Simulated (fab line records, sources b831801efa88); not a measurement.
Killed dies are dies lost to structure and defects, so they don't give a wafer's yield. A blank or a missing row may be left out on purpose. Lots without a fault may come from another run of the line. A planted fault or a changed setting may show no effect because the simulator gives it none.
Which tool did it? | flow sky130 | 10 lots, 30 wafers sampled, at 6 steps of a route of 708

WHAT THE GAUGES READ, wafer by wafer
SKY_VIA2_BOW_MEAS_03. Usual: VIA2_BOW 87 um, standard deviation 7.
lot  | measured     | on            | VIA2_BOW (um) | flag
L722 | day 34 09:02 | film_metro-03 | 92 86 86      |
L725 | day 35 18:09 | film_metro-03 | 89 95 96      |
L726 | day 36 08:38 | film_metro-03 | 91 94 93      |
L729 | day 37 07:10 | film_metro-04 | 85 82 93      |
L731 | day 38 07:02 | film_metro-03 | 86 97 92      |
L733 | day 38 08:16 | film_metro-01 | 78 80 100     |
L735 | day 39 02:14 | film_metro-04 | 88 80 80      |
L736 | day 39 07:17 | film_metro-04 | 78 78 86      |
L741 | day 41 00:42 | film_metro-03 | 91 87 82      |
L743 | day 42 09:11 | film_metro-03 | 79 93 87      |

SKY_VIA2_OVL_MEAS_13. Usual: VIA2_OVL -1 nm, standard deviation 5.3.
lot  | measured     | on         | VIA2_OVL (nm) | flag
L722 | day 35 11:08 | overlay-01 | -7 -3 -3      |
L725 | day 36 20:45 | overlay-02 | 8 8 7         |
L726 | day 37 11:41 | overlay-01 | -6 2 -8       |
L729 | day 38 09:23 | overlay-02 | -8 -8 -4      |
L731 | day 39 08:01 | overlay-02 | -4 4 7        |
L733 | day 39 09:02 | overlay-02 | -5 -16 -13    |
L735 | day 40 02:18 | overlay-01 | 2 -2 -7       |
L736 | day 40 07:43 | overlay-01 | 3 3 2         |
L741 | day 42 00:23 | overlay-01 | -4 -3 -6      |
L743 | day 43 08:26 | overlay-02 | 4 2 -2        |

SKY_CAPM_THK_MEAS_01. Usual: CAPM_CVD_00_THK 15.41 nm, standard deviation 0.24.
lot  | measured     | on            | CAPM_CVD_00_THK (nm) | flag
L722 | day 35 12:45 | film_metro-01 | 15.29 15.49 15.64    |
L725 | day 36 22:20 | film_metro-03 | 15.12 15.42 15.26    |
L726 | day 37 13:36 | film_metro-03 | 15.43 15.69 15.69    |
L729 | day 38 15:45 | film_metro-01 | 15.05 15.00 15.29    |
L731 | day 39 09:42 | film_metro-01 | 15.63 15.51 15.65    |
L733 | day 39 10:41 | film_metro-01 | 15.37 15.04 15.64    |
L735 | day 40 03:56 | film_metro-03 | 15.00 15.29 15.85    |
L736 | day 40 09:19 | film_metro-02 | 15.24 15.23 15.56    |
L741 | day 42 02:01 | film_metro-03 | 15.69 15.79 15.72    |
L743 | day 43 10:01 | film_metro-03 | 15.13 14.99 15.64    |

SKY_CAPM_RS_MEAS_03: measures by four-point-probe. Usual: CAPM_TIN_RS 6.90 ohm/sq, standard deviation 0.075.
lot  | measured     | on            | CAPM_TIN_RS (ohm/sq) | flag
L722 | day 35 12:55 | film_metro-02 | 6.81 6.86 6.81       |
L725 | day 36 22:31 | film_metro-02 | 6.93 6.88 6.91       |
L726 | day 37 13:46 | film_metro-01 | 6.85 6.94 6.88       |
L729 | day 38 15:55 | film_metro-02 | 6.85 6.89 6.97       |
L731 | day 39 09:52 | film_metro-03 | 6.93 6.96 6.96       |
L733 | day 39 10:52 | film_metro-03 | 8.15 8.04 7.95       | OFF
L735 | day 40 04:07 | film_metro-03 | 8.10 7.98 8.03       | OFF
L736 | day 40 09:29 | film_metro-03 | 7.00 6.85 6.93       |
L741 | day 42 02:11 | film_metro-01 | 7.04 6.93 7.04       |
L743 | day 43 10:11 | film_metro-01 | 6.73 6.83 6.89       |

SKY_CAPM_THK_MEAS_04: measures by xrf. Usual: CAPM_TIN_THK 202.1 nm, standard deviation 2.2.
lot  | measured     | on            | CAPM_TIN_THK (nm) | flag
L722 | day 35 13:02 | film_metro-02 | 205.7 202.2 205.5 |
L725 | day 36 22:38 | film_metro-02 | 201.9 202.3 202.3 |
L726 | day 37 13:53 | film_metro-01 | 203.9 200.6 203.6 |
L729 | day 38 16:02 | film_metro-02 | 203.7 202.6 199.4 |
L731 | day 39 09:59 | film_metro-03 | 201.4 200.5 200.1 |
L733 | day 39 10:58 | film_metro-03 | 176.7 178.2 180.6 | OFF
L735 | day 40 04:13 | film_metro-03 | 178.7 180.8 179.6 | OFF
L736 | day 40 09:37 | film_metro-03 | 199.7 204.0 202.3 |
L741 | day 42 02:18 | film_metro-01 | 199.4 200.4 198.4 |
L743 | day 43 10:19 | film_metro-01 | 204.2 202.2 202.1 |

WHICH TOOL RAN EACH LOT (tool, then ch and the chambers of the sampled wafers, then the start)
lot  | SKY_CAPM_SPUTTER_02
L722 | pvd_sputter-02, day 35 12:49
L725 | pvd_sputter-02, day 36 22:23
L726 | pvd_sputter-01, day 37 13:40
L729 | pvd_sputter-03, day 38 15:49
L731 | pvd_sputter-03, day 39 09:46
L733 | pvd_sputter-03, day 39 10:43
L735 | pvd_sputter-03, day 40 03:58
L736 | pvd_sputter-01, day 40 09:23
L741 | pvd_sputter-01, day 42 02:04
L743 | pvd_sputter-01, day 43 10:05
- SKY_CAPM_SPUTTER_02: material TiN, target thk 200 nm, time 166.7 s.

WHAT THE TOOLS THEMSELVES READ (means of the sampled wafers that have a number; where no wafer has one, the mark that the record gives instead)
SKY_CAPM_SPUTTER_02. Usual: substrate_temp_c 300.00 C, standard deviation 0.21; throttle_valve_pct 29.9 %, standard deviation 0.75.
lot  | tool           | substrate_temp_c (C) | throttle_valve_pct (%) | flag
L722 | pvd_sputter-02 | 300.05               | 29.1                   |
L725 | pvd_sputter-02 | 299.76               | 30.2                   |
L726 | pvd_sputter-01 | 300.03               | 30.3                   |
L729 | pvd_sputter-03 | 300.09               | 29.2                   |
L731 | pvd_sputter-03 | 300.12               | 30.0                   |
L733 | pvd_sputter-03 | 299.97               | 30.0                   |
L735 | pvd_sputter-03 | 300.02               | 29.7                   |
L736 | pvd_sputter-01 | 299.98               | 30.2                   |
L741 | pvd_sputter-01 | 299.95               | 30.3                   |
L743 | pvd_sputter-01 | 299.89               | 30.5                   |

THE ANSWER, worked out from the rows above alone
Rule: a lot is off if the mean of its wafers that have a number lies more than 3 standard deviations from the usual mean. A lot without any number at a reading at which 4 lots or more have one is off too. The other lots that the step has rows for count as sound. The gauges are gone through in route order, then the tools' own readings, and for those a lot's mean is taken as printed above. The first step at which some lot is off is used, and at that step the reading that is off furthest; a lot without a number counts as furthest.
Off: L733, L735, at SKY_CAPM_RS_MEAS_03 (CAPM_TIN_RS).
A tool fits if, at a process step before that reading, it ran every lot that is off, and no sound lot after the first of them. The gauges at SKY_CAPM_RS_MEAS_03 are tried like those tools. One fits: pvd_sputter-03 at SKY_CAPM_SPUTTER_02. Its last sound lot is L731 (day 39 09:46), its first lot that is off L733 (day 39 10:43): a fault that began between those two fits.

WHAT THE SIMULATOR HAD PUT IN
Site profile drift: pvd_sputter-03, from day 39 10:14 on, at SKY_CAPM_SPUTTER_02. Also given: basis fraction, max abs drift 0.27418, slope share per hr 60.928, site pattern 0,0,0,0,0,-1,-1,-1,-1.
Lots struck among those shown: L733, L735. The rule above found the same.
